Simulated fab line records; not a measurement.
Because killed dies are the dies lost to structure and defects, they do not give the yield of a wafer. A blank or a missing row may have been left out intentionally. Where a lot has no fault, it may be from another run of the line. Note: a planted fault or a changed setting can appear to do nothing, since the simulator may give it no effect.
Chamber matching || flow sky130 || 4 sister chambers for SKY_CONTACT_ETCH_17 on rie diel-02
The step etches SiO2 in C4F8/O2/Ar, stops on Si3N4, target depth 340 nm. 7 wafers are shown with their chamber, then 7 later ones without.

## WAFERS PAIRED WITH THEIR CHAMBERS
{"wafer": "L076.1", "chamber": 2, "oes product au (a.u.)": 0.900, "rf fwd power W (W)": 1484}
{"wafer": "L076.5", "chamber": 2, "oes product au (a.u.)": 0.892, "rf fwd power W (W)": 1492}
{"wafer": "L078.2", "chamber": 0, "oes product au (a.u.)": 0.896, "rf fwd power W (W)": 1494}
{"wafer": "L081.1", "chamber": 1, "oes product au (a.u.)": 0.891, "rf fwd power W (W)": 1496}
{"wafer": "L081.6", "chamber": 3, "oes product au (a.u.)": 0.891, "rf fwd power W (W)": 1487}
{"wafer": "L082.2", "chamber": 1, "oes product au (a.u.)": 0.895, "rf fwd power W (W)": 1497}
{"wafer": "L082.4", "chamber": 3, "oes product au (a.u.)": 0.887, "rf fwd power W (W)": 1495}

## WAFERS MISSING THEIR CHAMBER
{"wafer": "L082.5", "oes product au (a.u.)": 0.890, "rf fwd power W (W)": 1494}
{"wafer": "L083.1", "oes product au (a.u.)": 0.896, "rf fwd power W (W)": 1484}
{"wafer": "L083.2", "oes product au (a.u.)": 0.885, "rf fwd power W (W)": 1484}
{"wafer": "L083.5", "oes product au (a.u.)": 0.900, "rf fwd power W (W)": 1488}
{"wafer": "L092.3", "oes product au (a.u.)": 0.897, "rf fwd power W (W)": 1490}
{"wafer": "L092.4", "oes product au (a.u.)": 0.892, "rf fwd power W (W)": 1492}
{"wafer": "L092.6", "oes product au (a.u.)": 0.886, "rf fwd power W (W)": 1496}

## THE CHAMBER EACH PASSED THROUGH
{"wafer": "L082.5", "from the rows above": "can't be placed: 3 or 1 or 0 or 2", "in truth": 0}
{"wafer": "L083.1", "from the rows above": "can't be placed: 2 or 0 or 3 or 1", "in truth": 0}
{"wafer": "L083.2", "from the rows above": "can't be placed: 3 or 2 or 1 or 0", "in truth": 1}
{"wafer": "L083.5", "from the rows above": "can't be placed: 2 or 0 or 1 or 3", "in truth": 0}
{"wafer": "L092.3", "from the rows above": "can't be placed: 2 or 0 or 1 or 3", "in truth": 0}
{"wafer": "L092.4", "from the rows above": "can't be placed: 3 or 1 or 0 or 2", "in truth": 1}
{"wafer": "L092.6", "from the rows above": "can't be placed: 3 or 1 or 0 or 2", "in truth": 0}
Placed correctly: 0 of 7. Can't be placed from these rows: 7 (the true chamber is among the candidates in 7). Placed wrongly: 0.
How it was worked out, from the rows above alone: a wafer's distance from a chamber is the root of the sum, over the readings, of the square of ((its reading less the chamber's mean) divided by the reading's scatter). The wafer belongs to the nearest chamber; if the next one is less than 2 further off, it can't be placed. Each chamber's mean is taken over the wafers shown for it. How the scatter is found: for the shown wafers, subtract from each reading the mean of its chamber, square and add these, divide the total by (wafers less chambers), then take the root.
